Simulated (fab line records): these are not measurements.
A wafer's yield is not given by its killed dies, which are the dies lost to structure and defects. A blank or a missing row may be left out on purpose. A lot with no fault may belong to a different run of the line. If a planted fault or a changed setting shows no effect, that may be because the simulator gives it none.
Comparing a struck lot with a sound one + flow sky130 + 15 steps out of a route of 708
Sound: wafers L559.2, L559.3, L559.5. Struck: wafers L568.2, L568.4, L568.6. The cause is given at the end.
For every step that has rows: the tool of each side, followed by ch and its chambers, followed by its first start. Under that, the readings that differ: sound wafers + struck wafers + difference of the means + sigmas: that difference in standard deviations of wafers without a fault.
alike: readings with means less than 2 such deviations apart, plus words and numbers identical on both sides. not compared: withheld readings, readings lacking a value on some wafer, bounds such as >300 that could conceal the same value, and numbers that have no deviation in the record and whose values overlap.
The two part at a step that has a row with sigmas, a row that says differs or no value, or rows on one side only. When numbers do not overlap yet have no deviation, they are printed without sigmas and do not part them. A reading missing from all wafers of one side parts the sides only when that side holds two or more wafers.

SKY_VIA3_OVL_MEAS_13:
  sound on overlay-02 at day 41 19:20; struck on overlay-01 at day 45 01:38
| reading       | sound     | struck | difference | sigmas |
|---------------|-----------|--------|------------|--------|
| VIA3_OVL (nm) | -8 -2 -13 | 3 8 5  | +13        | +2     |
SKY_VIA3_ETCH_14: etches BARC in N2/H2, stops on SiO2, time 45.9 s, target depth 60 nm.
  sound on rie_diel-04 ch 2,3, day 41 19:22; struck on rie_diel-04 ch 0,1,3, day 45 01:40
  alike: bias_w, drypump_motor_current_A, oes_product_au, throttle_valve_pct
  not compared: rf_hours_counter_h
SKY_VIA3_ETCH_15: etches SiO2 in C4F8/O2/Ar, stops on TiN, target depth 507 nm, time 78 s.
  sound on rie_diel-04 ch 2,3, day 41 19:24; struck on rie_diel-04 ch 0,1,3, day 45 01:43
  alike: bias_w, oes_product_au
  not compared: rf_hours_counter_h
SKY_VIA3_STRIP_16: strips in O2/N2.
  sound on plasma_asher-04 ch 0,1, day 41 19:28; struck on plasma_asher-04 ch 0, day 45 01:46
  alike: drypump_motor_current_A, oes_product_au, strip_time_to_endpoint_s
  not compared: rf_hours_counter_h
then, 3 steps without rows for these wafers: SKY_VIA3_STRIP_17 (strips in post etch residue remover, time 1200 s); SKY_VIA3_CLEAN_18 (cleans in IPA, time 180 s); SKY_VIA3_CLEAN_19 (cleans in O3/DIW).
SKY_VIA3_SPUTTER_20: material TiN, target thk 20 nm, time 80 s.
  sound on pvd_sputter-01 at day 41 20:04; struck on pvd_sputter-01 at day 45 02:27
  alike: cathode_dc_power_W, chamber_pressure_pa, throttle_valve_pct
SKY_VIA3_CVD_21: deposits W, target thk 390 nm, time 117.31 s.
  sound on cvd_w-02 ch 0,1, day 41 20:08; struck on cvd_w-01 ch 0,1, day 45 02:31
  alike: heater_power_w
SKY_VIA3_RS_MEAS_22: measures by four-point-probe.
  sound on film_metro-01 at day 41 20:16; struck on film_metro-01 at day 45 02:39
  alike: VIA3_W_RS
SKY_VIA3_THK_MEAS_23: measures by xrf.
  sound on film_metro-01 at day 41 20:23; struck on film_metro-01 at day 45 02:46
  alike: VIA3_W_THK
then, 1 step without rows for these wafers: SKY_VIA3_CMP_24 (polishes, stops on SiO2, t overpolish 20 s, target thk 0 nm).
SKY_METAL4_SPUTTER_00: material Ti, target thk 15 nm, time 10 s.
  sound on pvd_sputter-03 at day 41 20:44; struck on pvd_sputter-04 at day 45 03:07
  no value came back on the struck wafers for cathode_dc_power_W (W), chamber_pressure_pa (Pa), throttle_valve_pct (%); on the sound wafers cathode_dc_power_W (W) reads 2999.8 3000.1 2999.9
then, 1 step without rows for these wafers: SKY_METAL4_SPUTTER_01 (material TiN, target thk 20 nm, time 16.7 s).
-- the record jumps here: 5 days lie between the struck wafers' starts before and after (it left off in module METAL4 and takes up again in module PAD_OPEN, whose first step shown is number 708 of the route) --
SKY_PAD_OPEN_PROBE_99:
  sound on prober-01 at day 49 15:06; struck on prober-01 at day 50 07:05
| reading                       | sound             | struck           | difference | sigmas |
|-------------------------------|-------------------|------------------|------------|--------|
| killed_short                  | 44 51 53          | 36 39 22         | -17        | -2     |
| model.etest.via3_chain.rc_ohm | 9.973 9.591 10.19 | 11.2 10.53 10.53 | +0.8       |        |
  alike: defect_limited_yield, killed_at_M0_to_M3, killed_at_M4_up, killed_at_contacts, killed_at_front_end, killed_at_other, killed_dies, killed_open, sort_bin_3_pad_short, sort_bin_5_function, sort_bin_6_memory, sort_n_pass, sort_yield_pct

## WHERE THEY PART
Last at SKY_PAD_OPEN_PROBE_99 as far as this record goes, first at SKY_VIA3_OVL_MEAS_13.

WHY: what had been put in by the simulator
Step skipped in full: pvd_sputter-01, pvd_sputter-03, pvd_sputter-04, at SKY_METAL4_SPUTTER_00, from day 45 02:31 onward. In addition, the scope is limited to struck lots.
